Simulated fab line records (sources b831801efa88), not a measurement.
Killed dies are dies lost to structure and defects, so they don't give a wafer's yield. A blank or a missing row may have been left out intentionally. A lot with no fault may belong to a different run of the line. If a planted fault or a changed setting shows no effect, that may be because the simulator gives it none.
Problem report in the 8D (eight disciplines) form, filled by code :: flow sky130 :: the parts of the form that need people (team, actions taken, sign-off) are left out

== 1. THE PROBLEM ==
SKY_POLY_GATE_ETCH_17, run-length-s: mean 102.9 s over 1 wafer from 1 lot; wafers with no fault: 99.0 s, standard deviation 0.39. Measured from the usual mean, that is +10 standard deviations.
The step: etches poly-Si in HBr/Cl2, stops on SiO2, target depth 180 nm, time 70.5 s.
Seen first at day 20 22:38 on rie-si-01, wafer L227.4. At this step, 15 wafers from 5 lots have a number in the record. By rule, "out" or "out of limits" means more than 4 standard deviations away from the usual mean. Any other wafer with a number is counted as sound.

== 2. WHAT IT IS, AND WHAT IT ISN'T ==
question: which readings at this step
is: run-length-s
is not: drypump-motor-current-A, throttle-valve-pct

question: which lots
is: L227
is not: L222, L235, L236, L238

question: which wafers of those lots
is: L227.4
is not: L227.3, L227.5

question: read on which tools
is: rie-si-01
is not: rie-si-02

question: when
is: from day 20 22:38
is not: up to then (5 sound wafers); but 9 sound wafers of L235, L236, L238 came after

== 3. SUSPECTS, AND WHAT RULES EACH OUT ==
Counting: any tool at a process step up to the reading remains a suspect provided it ran every lot that is out. Sound lots after the first of them don't rule it out here, since some wafers of a struck lot are sound.
- rie-diel-04 at SKY_POLY_GATE_ETCH_15 (etches BARC in N2/H2, stops on SiO2, time 118.5 s, target depth 110 nm): kept. It processed L227, the lot that is out, at day 20 22:27, and its most recent sound lot before then was L222 at day 18 18:48.
- rie-diel-04 at SKY_POLY_GATE_ETCH_16 (etches Si3N4 in CH3F/O2, stops on poly-Si, time 147.5 s, target depth 75 nm): kept. It processed L227, the lot that is out, at day 20 22:32, and its most recent sound lot before then was L222 at day 18 18:53.
- rie-si-01 at SKY_POLY_GATE_ETCH_17 (etches poly-Si in HBr/Cl2, stops on SiO2, target depth 180 nm, time 70.5 s): kept. It processed L227, the lot that is out, at day 20 22:38, and its most recent sound lot before then was L222 at day 18 18:59. Its own readings are out on those wafers: run-length-s.
- In rie-diel-04 at SKY_POLY_GATE_ETCH_15, the wafers that are out were processed in chamber 2 and their sound lot-mates in chambers 0, 3.
- In rie-diel-04 at SKY_POLY_GATE_ETCH_16, the wafers that are out were processed in chamber 2 and their sound lot-mates in chambers 0, 3.
- In rie-si-01 at SKY_POLY_GATE_ETCH_17, the wafers that are out were processed in chamber 3 and their sound lot-mates in chambers 1, 2.
rie-diel-04 at SKY_POLY_GATE_ETCH_15, rie-diel-04 at SKY_POLY_GATE_ETCH_16 and rie-si-01 at SKY_POLY_GATE_ETCH_17 are what is left after counting.

== 4. THE CAUSE (what the simulator had put in) ==
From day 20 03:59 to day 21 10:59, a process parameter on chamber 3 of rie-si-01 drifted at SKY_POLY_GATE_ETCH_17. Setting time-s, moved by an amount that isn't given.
Counting left 3 suspects, and this tool is among them.

== 5. THE CHAIN OF EFFECTS, in route order ==
One row per reading whose mean, taken over the struck wafers that have a number, lies over 3 standard deviations from the usual. Only readings for which the record gives a usual standard deviation are gone through. hours: the time from each lot's start at the first step in this table that gives one to its start at this step, as a median over the lots. sigmas: the change in usual standard deviations.
hours: 0
step: SKY_POLY_GATE_ETCH_17
reading: oes-product-au
usual: 0.989 a.u.
on struck wafers: 0.967
change: -0.022
sigmas: -3.7

hours: 0
step: SKY_POLY_GATE_ETCH_17
reading: run-length-s
usual: 99.0 s
on struck wafers: 102.9
change: +3.9
sigmas: +10

hours: 0
step: SKY_POLY_GATE_STRIP_18
reading: strip-time-to-endpoint-s
usual: 3.164 s
on struck wafers: 3.074
change: -0.090
sigmas: -3.2
Its process steps:
- SKY_POLY_GATE_ETCH_17: etches poly-Si in HBr/Cl2, stops on SiO2, target depth 180 nm, time 70.5 s.
- SKY_POLY_GATE_STRIP_18: strips in O2/N2.

== 6. HOW IT WOULD HAVE BEEN CAUGHT EARLIER ==
In this record no reading fell out of limits until day 20 22:38, 19 hours after the fault had begun at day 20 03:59.
